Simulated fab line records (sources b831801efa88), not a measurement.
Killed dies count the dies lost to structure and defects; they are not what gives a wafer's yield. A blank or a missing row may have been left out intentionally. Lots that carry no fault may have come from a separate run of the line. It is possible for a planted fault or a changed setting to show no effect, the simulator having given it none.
Which tool is to blame?    flow gf180mcu    14 lots, 42 wafers sampled, at 4 steps of a route of 602

WHAT EACH GAUGE READ, for each wafer
GF_PASSIVATION_THK_MEAS_03.
lot   measured      on             PASSIVATION_CVD_02_THK (nm)
L960  day 28 12:23  film metro-01  705 713 705
L961  day 28 19:58  film metro-03  697 714 704
L962  day 29 03:45  film metro-03  692 686 702
L963  day 29 11:42  film metro-03  685 706 713
L964  day 29 19:59  film metro-01  688 694 693
L966  day 30 10:28  film metro-01  690 711 703
L967  day 30 17:52  film metro-01  712 699 706
L969  day 31 01:55  film metro-04  705 695 718
L970  day 31 10:30  film metro-04  701 696 679
L972  day 31 23:45  film metro-03  695 704 709
L973  day 32 06:25  film metro-04  688 684 703
L974  day 32 11:21  film metro-01  684 698 697
L979  day 33 17:31  film metro-04  695 696 718
L980  day 33 20:51  film metro-04  696 697 691

WHAT TOOL EACH LOT RAN ON (gives the tool, then ch and the chambers of the sampled wafers, and finally the start)
lot   GF_SAB_STRIP_13                       GF_TOP_METAL_SPUTTER_01       GF_TOP_METAL_SPUTTER_04
L960  plasma asher-02 ch 0,1, day 15 12:05  pvd sputter-04, day 27 14:59  pvd sputter-04, day 27 15:05
L961  plasma asher-03 ch 0,1, day 15 19:46  pvd sputter-04, day 27 22:32  pvd sputter-04, day 27 22:38
L962  plasma asher-03 ch 0,1, day 16 05:58  pvd sputter-03, day 28 07:01  pvd sputter-03, day 28 07:06
L963  plasma asher-02 ch 0,1, day 16 16:12  pvd sputter-03, day 28 15:58  pvd sputter-03, day 28 16:03
L964  plasma asher-04 ch 0,1, day 17 01:10  pvd sputter-02, day 29 00:14  pvd sputter-02, day 29 00:19
L966  plasma asher-02 ch 0,1, day 17 18:31  pvd sputter-03, day 29 14:53  pvd sputter-03, day 29 14:59
L967  plasma asher-03 ch 0,1, day 18 03:01  pvd sputter-04, day 29 22:20  pvd sputter-04, day 29 22:26
L969  plasma asher-02 ch 0, day 18 15:25    pvd sputter-04, day 30 06:49  pvd sputter-04, day 30 06:54
L970  plasma asher-02 ch 0,1, day 19 00:25  pvd sputter-03, day 30 15:14  pvd sputter-03, day 30 15:19
L972  plasma asher-02 ch 0,1, day 19 20:33  pvd sputter-03, day 31 05:08  pvd sputter-03, day 31 05:14
L973  plasma asher-03 ch 0,1, day 20 05:37  pvd sputter-04, day 31 11:57  pvd sputter-04, day 31 12:03
L974  plasma asher-04 ch 0,1, day 20 12:58  pvd sputter-04, day 31 17:05  pvd sputter-04, day 31 17:10
L979  plasma asher-03 ch 0,1, day 22 06:14  pvd sputter-02, day 33 00:50  pvd sputter-02, day 33 00:55
L980  plasma asher-03 ch 0,1, day 22 15:13  pvd sputter-03, day 33 04:04  pvd sputter-03, day 33 04:09
- GF_SAB_STRIP_13: strips in O2/N2.
- GF_TOP_METAL_SPUTTER_01: material TiN, target thk 30 nm, time 25 s.
- GF_TOP_METAL_SPUTTER_04: material TiN, target thk 25 nm, time 20.8 s.

AS READ BY THE TOOLS THEMSELVES (means over the sampled wafers that have a number; for cases with no such wafer, the mark the record gives instead)
GF_SAB_STRIP_13.
lot   tool             drypump motor current A (A)  heater power w (W)  o2 flow sccm (sccm)  oes product au (a.u.)  strip time to endpoint s (s)
L960  plasma asher-02  5.8                          358                 3001                 0.704                  12.64
L961  plasma asher-03  5.3                          330                 2985                 0.708                  12.64
L962  plasma asher-03  5.8                          375                 3000                 0.707                  12.62
L963  plasma asher-02  6.0                          320                 2991                 0.709                  12.62
L964  plasma asher-04  6.5                          386                 2996                 0.710                  12.59
L966  plasma asher-02  5.8                          358                 3009                 0.713                  12.58
L967  plasma asher-03  5.3                          331                 2992                 0.713                  12.58
L969  plasma asher-02  6.4                          284                 2998                 0.714                  12.61
L970  plasma asher-02  6.1                          320                 3005                 0.711                  12.60
L972  plasma asher-02  5.8                          357                 3012                 0.718                  12.64
L973  plasma asher-03  5.3                          335                 3003                 0.712                  12.63
L974  plasma asher-04  6.3                          348                 3004                 0.713                  12.59
L979  plasma asher-03  5.3                          335                 2995                 0.711                  12.58
L980  plasma asher-03  5.8                          371                 3000                 0.708                  12.55

GF_TOP_METAL_SPUTTER_01.
lot   tool            throttle valve pct (%)
L960  pvd sputter-04  31.2
L961  pvd sputter-04  30.4
L962  pvd sputter-03  30.2
L963  pvd sputter-03  29.8
L964  pvd sputter-02  30.4
L966  pvd sputter-03  30.1
L967  pvd sputter-04  29.8
L969  pvd sputter-04  30.4
L970  pvd sputter-03  30.3
L972  pvd sputter-03  30.0
L973  pvd sputter-04  30.5
L974  pvd sputter-04  30.5
L979  pvd sputter-02  30.4
L980  pvd sputter-03  30.1

GF_TOP_METAL_SPUTTER_04.
lot   tool            throttle valve pct (%)
L960  pvd sputter-04  31.1
L961  pvd sputter-04  30.5
L962  pvd sputter-03  30.2
L963  pvd sputter-03  30.0
L964  pvd sputter-02  30.4
L966  pvd sputter-03  30.2
L967  pvd sputter-04  29.8
L969  pvd sputter-04  30.6
L970  pvd sputter-03  30.1
L972  pvd sputter-03  30.1
L973  pvd sputter-04  30.4
L974  pvd sputter-04  30.6
L979  pvd sputter-02  30.4
L980  pvd sputter-03  30.1

THE ANSWER, worked out from the rows above alone
Rule: the usual values come from the lots themselves. The widest of any qualifying gaps counts: lots, ordered by their means at a reading, are off when they make up no more than a third of the lots, leave a main group of 4 or more, and stand apart from it by 3 or more times the standard deviation of that group's means. A main group whose means are all the same, to the digits that the tables above print for the reading, isn't used. Also off: a lot with no number at a reading for which 4 or more lots have one. Where the step has rows for the other lots, those lots are counted as sound. First the gauges in route order, then the tools' own readings, where a lot's mean is used as printed above. At the first step where some lot is off, the reading lying furthest off is the one used; lots without a number count as furthest.
Across all readings shown, no lot is off: no conclusion can be drawn from this.

WHAT WAS PUT IN BY THE SIMULATOR
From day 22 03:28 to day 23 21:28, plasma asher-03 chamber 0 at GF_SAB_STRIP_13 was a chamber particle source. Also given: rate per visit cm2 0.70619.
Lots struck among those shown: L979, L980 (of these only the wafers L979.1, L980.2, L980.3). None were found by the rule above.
